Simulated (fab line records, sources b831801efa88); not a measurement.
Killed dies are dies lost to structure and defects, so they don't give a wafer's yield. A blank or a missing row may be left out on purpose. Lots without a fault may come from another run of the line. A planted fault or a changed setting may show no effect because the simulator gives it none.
Chamber matching | flow gf180mcu | GF_POLY_GATE_ETCH_12 on rie_diel-01: 4 sister chambers
The step etches BARC in N2/H2. 4 wafers are shown with their chamber, then 7 later ones without.

WAFERS WITH THEIR CHAMBER
wafer  | chamber | oes_product_au (a.u.)
L662.1 | 3       | 0.735
L662.3 | 1       | 0.739
L666.4 | 0       | 0.740
L666.5 | 2       | 0.739

WAFERS WITHOUT THEIR CHAMBER
wafer  | oes_product_au (a.u.)
L666.6 | 0.728
L669.2 | 0.742
L669.4 | 0.736
L669.5 | 0.738
L670.2 | 0.746
L670.5 | 0.732
L670.6 | 0.733

WHICH CHAMBER EACH WENT THROUGH
wafer  | from the rows above               | in truth
L666.6 | can't be placed: 3 or 1 or 2 or 0 | 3
L669.2 | can't be placed: 0 or 1 or 2 or 3 | 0
L669.4 | can't be placed: 3 or 1 or 2 or 0 | 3
L669.5 | can't be placed: 1 or 2 or 0 or 3 | 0
L670.2 | can't be placed: 0 or 1 or 2 or 3 | 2
L670.5 | can't be placed: 3 or 1 or 2 or 0 | 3
L670.6 | can't be placed: 3 or 1 or 2 or 0 | 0
Placed correctly: 0 of 7. Can't be placed from these rows: 7 (the true chamber is among the candidates in 7). Placed wrongly: 0.
How it was worked out, from the rows above alone: a wafer's distance from a chamber is the root of the sum, over the readings, of the square of ((its reading less the chamber's mean) divided by the reading's scatter). The wafer belongs to the nearest chamber; if the next one is less than 2 further off, it can't be placed. A chamber's mean is the mean of its shown wafers. The scatter: with one shown wafer a chamber, the root of the mean of the squares of how far each hidden wafer lies from its nearest shown one.
